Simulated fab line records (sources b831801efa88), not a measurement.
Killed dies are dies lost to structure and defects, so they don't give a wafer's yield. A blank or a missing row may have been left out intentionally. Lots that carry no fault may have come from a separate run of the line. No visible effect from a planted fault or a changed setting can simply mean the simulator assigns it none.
A lot that was struck, set against a sound lot	flow sky130	16 steps out of a route of 708
Sound: wafers L883.1, L883.4, L883.6. Wafers struck: L888.2, L888.3, L888.5. The cause comes at the end.
At each step with rows: each side's tool, then ch and its chambers, then its first start. Under that, the readings that differ: sound wafers	struck wafers	difference of the means	sigmas: that difference in standard deviations of wafers without a fault.
alike: a reading whose means differ by less than 2 such deviations, as well as words and numbers matching on both sides. not compared: withheld readings; readings where some wafer has no value; bounds like >300 that might hide an equal value; numbers whose values overlap and for which the record gives no deviation.
A row with sigmas, a row that says differs or no value, or rows on one side alone: a step with any of these is where the two part. Non-overlapping numbers with no deviation appear without sigmas and do not part them. A reading that every wafer of one side lacks parts them only if that side has two wafers or more.

first, 7 steps without rows for these wafers: SKY_METAL3_HMDS_06 (prime time 60 s); SKY_METAL3_COAT_07 (resist thk 60 nm); SKY_METAL3_COAT_08 (resist thk 1140 nm); SKY_METAL3_SOFTBAKE_09 (time 90 s); SKY_METAL3_EXPOSE_10 (exposes mask MM3, target cd 300 nm); SKY_METAL3_PEB_11; SKY_METAL3_DEVELOP_12 (develop time 60 s).
SKY_METAL3_CD_MEAS_13 targets a cd of 300 nm.
  sound on cd sem-01 at day 40 01:42; struck on cd sem-02 at day 41 08:28
  alike: cd nm
SKY_METAL3_OVL_MEAS_14:
  sound on overlay-01 at day 40 01:49; struck on overlay-02 at day 41 08:34
  alike: METAL3_OVL
SKY_METAL3_DESCUM_15: chemistry O2, time 8 s.
  sound on rie metal-02 ch 0,1, day 40 01:51; struck on rie metal-02 ch 0,1, day 41 08:36
  alike: drypump motor current A, oes product au
  not compared: rf hours counter h
SKY_METAL3_ETCH_16: etches BARC in N2/H2, stops on SiO2, time 88.2 s, target depth 60 nm.
  sound on rie metal-02 ch 0,1, day 40 01:53; struck on rie metal-02 ch 0,1, day 41 08:38
  alike: drypump motor current A, oes product au, throttle valve pct
  not compared: rf hours counter h
SKY_METAL3_ETCH_17: etches SiO2 in C4F8/O2/Ar, stops on TiN, time 3.9 s, target depth 15 nm.
  sound on rie diel-04 ch 1, day 40 01:59; struck on rie diel-04 ch 2,3, day 41 08:44
  alike: oes product au
  not compared: rf hours counter h
SKY_METAL3_METAL_ETCH_18: etches the open film in Cl2/BCl3, stops on SiO2, target depth 845 nm, time 183.1 s.
  sound on rie metal-03 ch 0,1, day 40 02:01; struck on rie metal-03 ch 1, day 41 08:45
reading	sound	struck	difference	sigmas
model.KrF-thick_of_METAL3_COAT_08.thk nm (nm)	525.6 527.6 528.6	346.3 348.8 351.8	-178.3	
model.METAL3.cd nm (nm)	297.3 298.2 298.1	279.6 278.5 275.9	-19.9	
model.SiO2_of_VIA2_HDPCVD_00.thk nm (nm)	467.1 464.6 464.9	454.9 457.5 455.9	-9.4	
  alike: drypump motor current A, oes product au, throttle valve pct
  not compared: rf hours counter h
SKY_METAL3_STRIP_19: strips in O2/N2.
  sound on plasma asher-04 ch 0,1, day 40 02:11; struck on plasma asher-01 ch 0, day 41 08:56
reading	sound	struck	difference	sigmas
oes product au (a.u.)	0.500 0.505 0.498	0.425 0.419 0.429	-0.077	-16
strip time to endpoint s (s)	6.51 6.54 6.56	4.70 4.73 4.75	-1.81	-27
  alike: drypump motor current A
  not compared: rf hours counter h
then, 1 step without rows for these wafers: SKY_METAL3_STRIP_20 (strips in post etch residue remover, time 1200 s).
-- the record jumps here: 7 days lie between the struck wafers' starts before and after (it left off in module METAL3 and takes up again in module PAD_OPEN, whose first step shown is number 708 of the route) --
SKY_PAD_OPEN_PROBE_99:
  sound on prober-01 at day 47 02:13; struck on prober-01 at day 48 01:46
reading	sound	struck	difference	sigmas
model.etest.met3.width nm (nm)	297.2 296.1 295.8	279.1 278 277.4	-18.2	
model.etest.met3.line ohm um	0.1417 0.1418 0.1426	0.1545 0.1548 0.1527	+0.0120	
  alike: defect limited yield, killed_at_M0_to_M3, killed_at_M4_up, killed at contacts, killed at front end, killed at other, killed dies, killed open, killed short, sort_bin_3_pad_short, sort_bin_5_function, sort_bin_6_memory, sort n pass, sort yield pct

## WHERE THEY PART
SKY_METAL3_STRIP_19 only, going by this record. Later steps at which nothing parts them and some readings are alike: SKY_PAD_OPEN_PROBE_99.

WHY: what had been put in by the simulator
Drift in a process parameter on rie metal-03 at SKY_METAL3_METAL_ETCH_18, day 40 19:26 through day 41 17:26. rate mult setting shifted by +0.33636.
